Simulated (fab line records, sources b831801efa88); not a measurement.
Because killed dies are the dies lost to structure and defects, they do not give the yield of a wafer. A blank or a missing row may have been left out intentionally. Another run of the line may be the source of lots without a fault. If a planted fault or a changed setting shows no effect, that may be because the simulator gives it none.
fab line records | flow sky130
[record] lots = 5 | wafers = 15 | lastDay = 50
route steps=708 shown METAL2@495 VIA2@507 PAD_OPEN@708
lots with no fault: from the same line, run without faults
startH: hours from the record's first day to the start of the lot's first wafer shown | waitH: hours since the lot's step before | " as in the row above | L1.1+2: a row that stands for several wafers | - either no value or no given start | * or withheld: withheld | < > ~ a bound
route shown NAME@n: NAME is a module with steps in the file, n the number in the route of the first one | usual: average and standard deviation across the fault-free wafers | same: alike in all rows | chamber/n: place in a boat | sites: the reading at each site | _std_site: their standard deviation | _edge_site: inner sites' mean taken away from outer sites' mean | radiusMm: for every site, how far away it sits from the centre of the wafer | mask NAME#n: copy n | behind: the most recent tool/chamber to have shaped the wafer | hold: why the lot was held/for how many hours/how that ended | device: the n, p or np transistor that did not switch | end of line: the route-end tests of the same wafers | a step given without rows: its recipe and nothing more | killed: the dies lost at the first sort to structure and to defects; this is not the yield of the wafer | map: per-die view of a wafer (x killed, . not killed, _ where there is no die)
set.NAME: the setting the step ran with; set.NAME@STEP: the setting that earlier step ran with | model.NAME: the simulator's own value behind a step, which no gauge read
lots at some steps of the route; a table a step, a row a wafer
services: from which hour (startH, from the record's first day; less than 0 if before it) a tool's chamber was out of use, for how many hours, and why
[[steps]]
[step SKY_METAL2_EXPOSE_12]
[recipe] maskId = MM2 | na = 0.8 | sourceShape = annular | sigmaInner = 0.55 | sigmaOuter = 0.85 | targetCdNm = 140 | doseMj = 28
[step SKY_METAL2_PEB_13]
[recipe] pebTempC = withheld | pebTimeS = withheld | resist = KrF-thick
[step SKY_METAL2_DEVELOP_14]
[recipe] developTimeS = 60 | resist = KrF-thick | devTempC = 21
[step SKY_METAL2_CD_MEAS_15]
[recipe] targetCdNm = 140
[usual] cdNm = 140.0/1.4
lot.wafer | tool     | chamber | startH | waitH | cdNm
L803.1    | cdSem-02 | -       | 879.45 | -     | 139.1
L803.3    | "        | -       | "      | "     | 137.6
L803.4    | "        | -       | "      | "     | 139.3
L802.4    | cdSem-02 | -       | 883.91 | -     | 140.5
L802.5    | "        | -       | "      | "     | 140.7
L802.6    | "        | -       | "      | "     | 139.2
L809.1    | cdSem-02 | -       | 919.66 | -     | 142.0
L809.3    | "        | -       | "      | "     | 141.5
L809.4    | "        | -       | "      | "     | 140.9
L818.1    | cdSem-01 | -       | 970.55 | -     | 142.2
L818.3    | "        | -       | "      | "     | 141.5
L818.5    | "        | -       | "      | "     | 140.9
L820.1    | cdSem-02 | -       | 984.30 | -     | 138.0
L820.5    | "        | -       | "      | "     | 139.8
L820.6    | "        | -       | "      | "     | 139.6
[step SKY_METAL2_OVL_MEAS_16]
[usual] METAL2_OVL = 0/5.1
lot.wafer | tool       | chamber | startH | waitH | METAL2_OVL[nm]
L803.1    | overlay-02 | -       | 879.57 | 0.1   | 9
L803.3    | "          | -       | "      | "     | 7
L803.4    | "          | -       | "      | "     | 12
L802.4    | overlay-02 | -       | 883.99 | 0.1   | 1
L802.5    | "          | -       | "      | "     | -7
L802.6    | "          | -       | "      | "     | -5
L809.1    | overlay-01 | -       | 919.78 | 0.1   | 5
L809.3    | "          | -       | "      | "     | -3
L809.4    | "          | -       | "      | "     | -3
L818.1    | overlay-01 | -       | 970.67 | 0.1   | -3
L818.3    | "          | -       | "      | "     | 2
L818.5    | "          | -       | "      | "     | -9
L820.1    | overlay-01 | -       | 984.42 | 0.1   | 6
L820.5    | "          | -       | "      | "     | 8
L820.6    | "          | -       | "      | "     | 3
[step SKY_METAL2_DESCUM_17]
[recipe] chemistry = O2 | sourcePowerW = 150 | biasPowerW = 0 | pressureMtorr = 10 | tempC = 40 | timeS = 8
[usual] drypumpMotorCurrentA = 5.7/0.54 | oesProductAu = 0.999/0.016
lot.wafer | tool        | chamber | startH | waitH | drypumpMotorCurrentA | oesProductAu | rfHoursCounterH
L803.1    | rieMetal-02 | 0       | 879.60 | 0.0   | 4.8                  | 0.998        | 16
L803.3    | "           | 0       | "      | "     | 4.8                  | 0.992        | -
L803.4    | "           | 1       | "      | "     | 5.7                  | 0.978        | -
L802.4    | rieMetal-02 | 0       | 884.01 | 0.0   | 4.8                  | 1.005        | -
L802.5    | "           | 1       | "      | "     | 5.7                  | 0.989        | -
L802.6    | "           | 0       | "      | "     | 4.8                  | 0.997        | -
L809.1    | rieMetal-02 | 1       | 919.82 | 0.0   | 5.7                  | 0.972        | 14
L809.3    | "           | 1       | "      | "     | 5.7                  | 0.985        | -
L809.4    | "           | 0       | "      | "     | 4.8                  | 0.993        | -
L818.1    | rieMetal-04 | 1       | 970.70 | 0.0   | 5.8                  | 1.007        | 19
L818.3    | "           | 0       | "      | "     | 5.7                  | 0.983        | -
L818.5    | "           | 0       | "      | "     | 5.7                  | 0.990        | -
L820.1    | rieMetal-02 | 1       | 984.45 | 0.0   | 5.7                  | 0.976        | 18
L820.5    | "           | 1       | "      | "     | 5.7                  | 0.986        | -
L820.6    | "           | 1       | "      | "     | 5.7                  | 0.975        | -
[step SKY_METAL2_ETCH_18]
[recipe] chemistry = N2/H2 | target = BARC | ionEnergyEv = 200 | biasW = 100 | pressureMtorr = 30 | n2FlowSccm = 100 | h2FlowSccm = 200 | icpW = 500 | stopOn = SiO2 | timeS = 45.9 | targetDepthA = 600
[usual] drypumpMotorCurrentA = 5.7/0.53 | h2FlowSccm = 200.1/0.57 | oesProductAu = 0.854/0.0046 | throttleValvePct = 13.226/0.0093
lot.wafer | tool        | chamber | startH | waitH | drypumpMotorCurrentA | h2FlowSccm | oesProductAu | rfHoursCounterH | throttleValvePct
L803.1    | rieMetal-02 | 0       | 879.64 | 0.0   | 4.8                  | 200.3      | 0.861        | 16              | 13.219
L803.3    | "           | 0       | "      | "     | 4.8                  | 200.4      | 0.847        | -               | 13.226
L803.4    | "           | 1       | "      | "     | 5.7                  | 199.6      | 0.851        | -               | 13.227
L802.4    | rieMetal-02 | 0       | 884.06 | 0.0   | 4.9                  | 201.3      | 0.846        | -               | 13.233
L802.5    | "           | 1       | "      | "     | 5.7                  | 199.6      | 0.850        | -               | 13.226
L802.6    | "           | 0       | "      | "     | 4.8                  | 200.1      | 0.851        | -               | 13.244
L809.1    | rieMetal-02 | 1       | 919.86 | 0.0   | 5.7                  | 200.0      | 0.851        | 14              | 13.228
L809.3    | "           | 1       | "      | "     | 5.8                  | 200.1      | 0.852        | -               | 13.215
L809.4    | "           | 0       | "      | "     | 4.8                  | 200.6      | 0.848        | -               | 13.231
L818.1    | rieMetal-04 | 1       | 970.74 | 0.0   | 5.8                  | 200.4      | 0.859        | 19              | 13.205
L818.3    | "           | 0       | "      | "     | 5.7                  | 199.6      | 0.857        | -               | 13.224
L818.5    | "           | 0       | "      | "     | 5.7                  | 199.9      | 0.851        | -               | 13.222
L820.1    | rieMetal-02 | 1       | 984.52 | 0.1   | 5.8                  | 199.7      | 0.858        | 18              | 13.220
L820.5    | "           | 1       | "      | "     | 5.8                  | 200.1      | 0.847        | -               | 13.206
L820.6    | "           | 1       | "      | "     | 5.8                  | 199.9      | 0.854        | -               | 13.225
[step SKY_METAL2_METAL_ETCH_19]
[recipe] targetDepthA = 3600 | stopOn = SiO2 | overEtchFrac = 0.3 | timeS = 78 | chemistry = Cl2/BCl3 | resistSidewallDeg = 88 | pressureMtorr = 10 | icpW = 900 | biasW = 48.5 | Cl2_flow_sccm = 60 | bcl3FlowSccm = 30
[usual] drypumpMotorCurrentA = 5.7/0.53 | oesProductAu = 0.855/0.0061 | throttleValvePct = 22.264/0.0092
[same] overEtchFrac = 0.3
lot.wafer | tool        | chamber | startH | waitH | drypumpMotorCurrentA | oesProductAu | rfHoursCounterH | throttleValvePct
L803.1    | rieMetal-02 | 0       | 879.70 | 0.0   | 4.8                  | 0.861        | 16              | 22.257
L803.3    | "           | 0       | "      | "     | 4.8                  | 0.857        | -               | 22.280
L803.4    | "           | 1       | "      | "     | 5.7                  | 0.865        | -               | 22.268
L802.4    | rieMetal-02 | 0       | 884.13 | 0.1   | 4.8                  | 0.852        | -               | 22.278
L802.5    | "           | 1       | "      | "     | 5.7                  | 0.850        | -               | 22.257
L802.6    | "           | 0       | "      | "     | 4.8                  | 0.861        | -               | 22.271
L809.1    | rieMetal-02 | 1       | 919.94 | 0.1   | 5.7                  | 0.855        | 14              | 22.265
L809.3    | "           | 1       | "      | "     | 5.7                  | 0.851        | -               | 22.249
L809.4    | "           | 0       | "      | "     | 4.8                  | 0.861        | -               | 22.254
L818.1    | rieMetal-04 | 1       | 970.80 | 0.0   | 5.8                  | 0.862        | 19              | 22.264
L818.3    | "           | 0       | "      | "     | 5.7                  | 0.864        | -               | 22.267
L818.5    | "           | 0       | "      | "     | 5.7                  | 0.863        | -               | 22.265
L820.1    | rieMetal-02 | 1       | 984.64 | 0.1   | 5.7                  | 0.852        | 18              | 22.265
L820.5    | "           | 1       | "      | "     | 5.7                  | 0.855        | -               | 22.265
L820.6    | "           | 1       | "      | "     | 5.7                  | 0.858        | -               | 22.267
[step SKY_METAL2_STRIP_20]
[recipe] chemistry = O2/N2 | powerW = 1400 | pressureMtorr = 1500 | platenTempC = withheld | o2FlowSccm = 3000 | n2FlowSccm = 300 | overashFraction = 0.5
[usual] drypumpMotorCurrentA = 5.8/0.31 | oesProductAu = 0.344/0.0055 | stripTimeToEndpointS = 2.70/0.082
[same] overashFraction = 0.5
lot.wafer | tool           | chamber | startH | waitH | drypumpMotorCurrentA | oesProductAu | rfHoursCounterH | stripTimeToEndpointS
L803.1    | plasmaAsher-04 | 0       | 879.79 | 0.1   | 5.8                  | 0.343        | 106             | 2.69
L803.3    | "              | 0       | "      | "     | 5.8                  | 0.345        | -               | 2.70
L803.4    | "              | 1       | "      | "     | 6.4                  | 0.351        | -               | 2.76
L802.4    | plasmaAsher-01 | 0       | 884.22 | 0.1   | 5.4                  | 0.344        | -               | 2.67
L802.5    | "              | 1       | "      | "     | 5.4                  | 0.357        | -               | 2.78
L802.6    | "              | 0       | "      | "     | 5.5                  | 0.346        | -               | 2.70
L809.1    | plasmaAsher-04 | 1       | 920.06 | 0.1   | 6.3                  | 0.347        | 111             | 2.84
L809.3    | "              | 1       | "      | "     | 6.3                  | 0.347        | -               | 2.81
L809.4    | "              | 0       | "      | "     | 5.8                  | 0.352        | -               | 2.76
L818.1    | plasmaAsher-02 | 0       | 970.89 | 0.1   | 5.8                  | 0.343        | 22              | 2.67
L818.3    | "              | 1       | "      | "     | 5.9                  | 0.346        | -               | 2.72
L818.5    | "              | 1       | "      | "     | 5.9                  | 0.341        | -               | 2.74
L820.1    | plasmaAsher-01 | 1       | 984.82 | 0.1   | 5.4                  | 0.345        | 57              | 2.77
L820.5    | "              | 1       | "      | "     | 5.4                  | 0.342        | -               | 2.79
L820.6    | "              | 0       | "      | "     | 5.5                  | 0.342        | -               | 2.82
[step SKY_METAL2_STRIP_21]
[recipe] chemistry = postEtchResidueRemover | timeS = 1200 | tempC = 72.5
[step SKY_METAL2_CLEAN_22]
[recipe] chemistry = IPA | timeS = 180 | tempC = 25
[step SKY_METAL2_CLEAN_23]
[recipe] chemistry = O3/DIW | dry = n2Spin
[step SKY_VIA2_HDPCVD_00]
[recipe] material = SiO2 | targetThkNm = 1180 | sigmaOpenFrac = 0.3 | timeS = 196.7 | tempC = 400 | sih4FlowSccm = 60 | pressureMtorr = 6
lot.wafer | tool      | chamber | startH | waitH | model.SiO2_of_VIA2_HDPCVD_00.thkNm
L803.1    | hdpcvd-02 | 1       | 880.38 | 0.0   | 1187
L803.3    | "         | 0       | "      | "     | 1183
L803.4    | "         | 2       | "      | "     | 1180
L802.4    | hdpcvd-01 | 1       | 884.87 | 0.1   | 1189
L802.5    | "         | 2       | "      | "     | 1182
L802.6    | "         | 0       | "      | "     | 1180
L809.1    | hdpcvd-01 | 2       | 920.69 | 0.0   | 848.6
L809.3    | "         | 1       | "      | "     | 841.6
L809.4    | "         | 0       | "      | "     | 1180
L818.1    | hdpcvd-02 | 2       | 971.48 | 0.0   | 1161
L818.3    | "         | 2       | "      | "     | 1159
L818.5    | "         | 2       | "      | "     | 1162
L820.1    | hdpcvd-02 | 0       | 985.45 | 0.0   | 1157
L820.5    | "         | 2       | "      | "     | 1159
L820.6    | "         | 0       | "      | "     | 1170
[step SKY_VIA2_THK_MEAS_01]
[recipe] reads = SiO2_of_VIA2_HDPCVD_00
[usual] VIA2_HDPCVD_THK = 1176/12
lot.wafer | tool         | chamber | startH | waitH | hold                    | VIA2_HDPCVD_THK[nm]
L803.1    | filmMetro-02 | -       | 880.51 | 0.1   | -                       | 1186
L803.3    | "            | -       | "      | "     | -                       | 1182
L803.4    | "            | -       | "      | "     | -                       | 1180
L802.4    | filmMetro-01 | -       | 884.97 | 0.0   | -                       | 1190
L802.5    | "            | -       | "      | "     | -                       | 1182
L802.6    | "            | -       | "      | "     | -                       | 1180
L809.1    | filmMetro-04 | -       | 920.82 | 0.1   | awaitDispo/0.2h/release | 848
L809.3    | "            | -       | "      | "     | awaitDispo/0.2h/release | 842
L809.4    | "            | -       | "      | "     | awaitDispo/0.2h/release | 1180
L809.1    | filmMetro-04 | -       | 921.05 | 0.2   | -                       | 849
L809.3    | "            | -       | "      | "     | -                       | 841
L809.4    | "            | -       | "      | "     | -                       | 1180
L818.1    | filmMetro-02 | -       | 971.67 | 0.1   | -                       | 1162
L818.3    | "            | -       | "      | "     | -                       | 1159
L818.5    | "            | -       | "      | "     | -                       | 1161
L820.1    | filmMetro-04 | -       | 985.57 | 0.1   | -                       | 1158
L820.5    | "            | -       | "      | "     | -                       | 1159
L820.6    | "            | -       | "      | "     | -                       | 1169
[step SKY_VIA2_CMP_02]
[recipe] material = SiO2 | downForcePsi = 4 | platenRpm = 60 | padVelocityMS = 0.94248
[usual] motorCurrentA = 11.9/1.1
lot.wafer | tool   | chamber | startH | waitH | hold                    | motorCurrentA
L803.3    | cmp-01 | 1       | 880.57 | 0.0   | -                       | 11.6
L803.1    | "      | 2       | "      | "     | -                       | 10.8
L803.4    | "      | 0       | "      | "     | -                       | 11.9
L802.4    | cmp-01 | 3       | 885.10 | 0.1   | -                       | 12.8
L802.5    | "      | 1       | "      | "     | -                       | 11.3
L802.6    | "      | 2       | "      | "     | -                       | 11.4
L809.3    | cmp-01 | 3       | 925.39 | 4.3   | awaitDispo/4.2h/release | 12.4
L809.1    | "      | 1       | "      | "     | awaitDispo/4.2h/release | 11.6
L809.4    | "      | 2       | "      | "     | awaitDispo/4.2h/release | 11.2
L818.1    | cmp-01 | 3       | 971.73 | 0.1   | -                       | 11.9
L818.3    | "      | 0       | "      | "     | -                       | 12.0
L818.5    | "      | 0       | "      | "     | -                       | 12.0
L820.1    | cmp-02 | 0       | 985.63 | 0.1   | -                       | 12.7
L820.6    | "      | 0       | "      | "     | -                       | 12.5
L820.5    | "      | 1       | "      | "     | -                       | 13.9
[step SKY_PAD_OPEN_PROBE_99]
[usual] defectLimitedYield = 82.5/1.9 | killed_at_M0_to_M3 = 43/6.8 | killed_at_M4_up = 3.0/1.6 | killedAtContacts = 25/6 | killedAtFrontEnd = 15/4.4 | killedAtOther = 0.3/0.52 | killedDies = 86/9.6 | killedOpen = 47/6.7 | killedShort = 39/6.8 | sort_bin_3_pad_short = 0.9/0.43 | sort_bin_5_function = 10.3/1.5 | sort_bin_6_memory = 6.3/1.1 | sortNPass = 406/9.6 | sortYieldPct = 82.5/1.9
[same] grossDies = 492 | killedAtBackSide = 0 | sort_bin_4_leakage[%] = 0 | sort_bin_8_speed[%] = 0
lot.wafer | tool      | chamber | startH  | waitH | defectLimitedYield[%] | killed_at_M0_to_M3 | killed_at_M4_up | killedAtContacts | killedAtFrontEnd | killedAtOther | killedDies | killedOpen | killedShort | sort_bin_3_pad_short[%] | sort_bin_5_function[%] | sort_bin_6_memory[%] | sortNPass | sortYieldPct[%]
L803.1    | prober-01 | -       | 1121.06 | 0.1   | 83.3                  | 43                 | 1               | 27               | 11               | 0             | 82         | 45         | 37          | 0.6                     | 10.0                   | 6.1                  | 410       | 83.3
L803.3    | prober-01 | -       | 1121.16 | 0.2   | 82.7                  | 48                 | 2               | 24               | 11               | 0             | 85         | 44         | 41          | 0.6                     | 10.6                   | 6.1                  | 407       | 82.7
L803.4    | prober-01 | -       | 1121.21 | 0.2   | 83.1                  | 42                 | 3               | 28               | 9                | 1             | 83         | 43         | 40          | 1.2                     | 8.5                    | 7.1                  | 409       | 83.1
L802.4    | prober-02 | -       | 1126.96 | 0.2   | 79.7                  | 43                 | 3               | 37               | 16               | 1             | 100        | 54         | 45          | 1.2                     | 12.2                   | 6.9                  | 392       | 79.7
L802.5    | prober-02 | -       | 1127.01 | 0.2   | 83.1                  | 37                 | 3               | 28               | 15               | 0             | 83         | 48         | 35          | 0.8                     | 8.7                    | 7.3                  | 409       | 83.1
L802.6    | prober-02 | -       | 1127.06 | 0.2   | 81.3                  | 43                 | 1               | 32               | 16               | 0             | 92         | 59         | 33          | 1.6                     | 10.8                   | 6.3                  | 400       | 81.3
L809.1    | prober-01 | -       | 1154.73 | 0.1   | 79.9                  | 57                 | 4               | 20               | 18               | 0             | 99         | 56         | 43          | 0.8                     | 13.6                   | 5.7                  | 393       | 79.9
L809.3    | prober-01 | -       | 1154.83 | 0.2   | 81.3                  | 49                 | 1               | 30               | 11               | 1             | 92         | 45         | 47          | 0.8                     | 10.8                   | 7.1                  | 400       | 81.3
L809.4    | prober-01 | -       | 1154.88 | 0.2   | 82.7                  | 53                 | 2               | 15               | 14               | 1             | 85         | 50         | 35          | 1.2                     | 9.6                    | 6.5                  | 407       | 82.7
L818.1    | prober-01 | -       | 1190.38 | 0.1   | 84.1                  | 40                 | 1               | 23               | 14               | 0             | 78         | 39         | 38          | 0.4                     | 10.2                   | 5.3                  | 414       | 84.1
L818.3    | prober-01 | -       | 1190.48 | 0.2   | 79.3                  | 45                 | 4               | 27               | 26               | 0             | 102        | 54         | 47          | 1.0                     | 11.6                   | 8.1                  | 390       | 79.3
L818.5    | prober-01 | -       | 1190.58 | 0.2   | 83.1                  | 37                 | 3               | 29               | 13               | 1             | 83         | 47         | 35          | 1.2                     | 9.3                    | 6.3                  | 409       | 83.1
L820.1    | prober-01 | -       | 1199.55 | 0.1   | 80.1                  | 55                 | 1               | 21               | 21               | 0             | 98         | 57         | 38          | 0.6                     | 13.0                   | 6.3                  | 394       | 80.1
L820.5    | prober-01 | -       | 1199.75 | 0.2   | 79.7                  | 45                 | 2               | 31               | 22               | 0             | 100        | 52         | 48          | 1.0                     | 12.6                   | 6.7                  | 392       | 79.7
L820.6    | prober-01 | -       | 1199.80 | 0.2   | 81.1                  | 47                 | 4               | 34               | 8                | 0             | 93         | 54         | 36          | 0.6                     | 11.6                   | 6.7                  | 399       | 81.1
// killed by level:class
L803.1 VIA1:geometricParticle:open=10 CONTACT:geometricParticle:open=9 METAL1:geometricParticle:short=6 LI_CONTACT:geometricParticle:open=5 VIA1:geometricParticle:short=5 METAL2:geometricParticle:short=5 LOCAL_INTERCONNECT:geometricParticle:short=4 CONTACT:geometricParticle:short=4
L803.3 VIA1:geometricParticle:open=14 VIA2:geometricParticle:open=9 CONTACT:geometricParticle:short=8 METAL3:geometricParticle:short=6 METAL1:geometricParticle:short=6 LI_CONTACT:geometricParticle:open=5 POLY_GATE:geometricParticle:short=4 CONTACT:geometricParticle:open=4
L803.4 VIA1:geometricParticle:open=10 LI_CONTACT:geometricParticle:open=9 METAL1:geometricParticle:short=9 CONTACT:geometricParticle:short=8 CONTACT:geometricParticle:open=8 VIA3:geometricParticle:open=7 METAL2:geometricParticle:short=5 METAL3:geometricParticle:short=5
L802.4 CONTACT:geometricParticle:open=12 VIA1:geometricParticle:open=9 VIA1:geometricParticle:short=9 LI_CONTACT:geometricParticle:open=8 CONTACT:geometricParticle:short=8 LI_CONTACT:geometricParticle:short=5 VIA2:geometricParticle:open=5 FIELD_ISO:geometricParticle:open=4
L802.5 VIA1:geometricParticle:open=9 LI_CONTACT:geometricParticle:open=8 CONTACT:geometricParticle:open=7 VIA3:geometricParticle:open=7 FIELD_ISO:geometricParticle:open=5 VIA2:geometricParticle:open=5 CONTACT:geometricParticle:short=5 METAL1:geometricParticle:short=5
L802.6 CONTACT:geometricParticle:open=14 VIA3:geometricParticle:open=9 VIA1:geometricParticle:open=9 LI_CONTACT:geometricParticle:short=8 LI_CONTACT:geometricParticle:open=7 FIELD_ISO:geometricParticle:open=5 VIA2:geometricParticle:open=5 FIELD_ISO:geometricParticle:short=4
L809.1 VIA1:geometricParticle:open=12 VIA2:geometricParticle:open=11 VIA1:geometricParticle:short=8 CONTACT:geometricParticle:open=7 VIA3:geometricParticle:open=7 SPACER:geometricParticle:open=5 METAL2:geometricParticle:short=5 VIA3:geometricParticle:short=5
L809.3 VIA1:geometricParticle:open=11 LI_CONTACT:geometricParticle:open=8 LOCAL_INTERCONNECT:geometricParticle:short=8 CONTACT:geometricParticle:open=8 VIA2:geometricParticle:open=6 CONTACT:geometricParticle:short=6 METAL1:geometricParticle:short=6 VIA3:geometricParticle:open=5
L809.4 VIA1:geometricParticle:open=13 VIA3:geometricParticle:open=8 FIELD_ISO:geometricParticle:open=7 VIA2:geometricParticle:open=7 CONTACT:geometricParticle:open=7 METAL1:geometricParticle:short=7 FIELD_ISO:geometricParticle:short=5 CONTACT:geometricParticle:short=4
L818.1 CONTACT:geometricParticle:open=10 VIA2:geometricParticle:open=9 LI_CONTACT:geometricParticle:short=6 VIA1:geometricParticle:short=6 METAL2:geometricParticle:short=5 VIA3:geometricParticle:open=5 POLY_GATE:geometricParticle:short=4 VIA1:geometricParticle:open=4
L818.3 LI_CONTACT:geometricParticle:open=11 VIA1:geometricParticle:open=8 CONTACT:geometricParticle:open=7 VIA3:geometricParticle:open=7 VIA2:geometricParticle:open=7 FIELD_ISO:geometricParticle:short=6 FIELD_ISO:geometricParticle:open=5 METAL1:geometricParticle:short=5
L818.5 CONTACT:geometricParticle:open=12 VIA2:geometricParticle:open=9 VIA1:geometricParticle:open=9 LI_CONTACT:geometricParticle:open=6 LI_CONTACT:geometricParticle:short=5 LOCAL_INTERCONNECT:geometricParticle:short=5 FIELD_ISO:geometricParticle:open=4 METAL1:geometricParticle:short=4
L820.1 VIA1:geometricParticle:open=17 VIA3:geometricParticle:open=11 VIA1:geometricParticle:short=8 LI_CONTACT:geometricParticle:open=7 CONTACT:geometricParticle:open=7 POLY_GATE:geometricParticle:open=5 METAL1:geometricParticle:short=4 LOCAL_INTERCONNECT:geometricParticle:short=4
L820.5 VIA1:geometricParticle:open=11 LI_CONTACT:geometricParticle:open=9 POLY_GATE:geometricParticle:short=7 CONTACT:geometricParticle:short=7 CONTACT:geometricParticle:open=7 FIELD_ISO:geometricParticle:open=5 POLY_GATE:geometricParticle:open=5 VIA1:geometricParticle:short=5
L820.6 VIA1:geometricParticle:open=16 CONTACT:geometricParticle:open=15 VIA3:geometricParticle:open=6 LI_CONTACT:geometricParticle:short=6 VIA2:geometricParticle:open=6 LI_CONTACT:geometricParticle:open=5 METAL2:geometricParticle:short=5 METAL3:geometricParticle:short=4
[[services]]
tool           | chamber | startH | hours | kind
plasmaAsher-01 | -       | 859.76 | 8.6   | pm
cmp-01         | -       | 863.14 | 1.3   | repair
cmp-01         | -       | 868.30 | 3.6   | pm
rieMetal-04    | 0       | 880.78 | -     | clean
rieMetal-04    | 0       | 880.78 | 16.9  | scheduledDown
rieMetal-04    | 0       | 880.78 | 16.9  | ventCycle
rieMetal-04    | -       | 885.56 | 0.4   | repair
plasmaAsher-02 | -       | 895.00 | 3.8   | repair
cmp-02         | -       | 904.36 | 15.7  | pm
hdpcvd-02      | -       | 906.37 | 14.6  | pm
plasmaAsher-02 | -       | 910.70 | 5.7   | repair
rieMetal-04    | -       | 918.65 | 1.3   | repair
cmp-02         | -       | 920.02 | 6.2   | pm
cmp-02         | -       | 926.20 | 4.0   | pm
cmp-01         | -       | 932.08 | 3.0   | repair
cmp-02         | -       | 935.11 | 6.6   | pm
rieMetal-02    | -       | 937.76 | 2.8   | pm
hdpcvd-01      | -       | 950.25 | 15.0  | pm
plasmaAsher-04 | -       | 957.15 | 0.3   | repair
rieMetal-02    | 0       | 962.56 | -     | clean
rieMetal-02    | 0       | 962.56 | 23.4  | scheduledDown
rieMetal-02    | 0       | 962.56 | 23.4  | ventCycle
hdpcvd-02      | 0       | 969.72 | 3.0   | repair
plasmaAsher-01 | -       | 971.88 | 0.8   | repair
[[key]]
[firstSign] step = SKY_VIA2_THK_MEAS_01 | reading = visit | direction = added
[effect] step = SKY_VIA2_THK_MEAS_01 | reading = VIA2_HDPCVD_THK | direction = down | sigmas = 28 | usual = 1176 | struck = 845
[modelEffect] step = SKY_VIA2_HDPCVD_00 | value = SiO2_of_VIA2_HDPCVD_00.thkNm | without = 1200 | struck = 845.1
metAt SKY_VIA2_HDPCVD_00
struckWafers L809.1,L809.3
onsetBetween 884.87 920.69
[fault] kind = processParameterDrift | tool = hdpcvd-01 | chamber = - | onsetH = 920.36 | steps = SKY_VIA2_HDPCVD_00 | channel = targetThkNm | offset = -354.45 | shape = step | endH = 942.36 | scope = struckWafersOnly | actsIn = theseRecipesOnly | stated = 1180
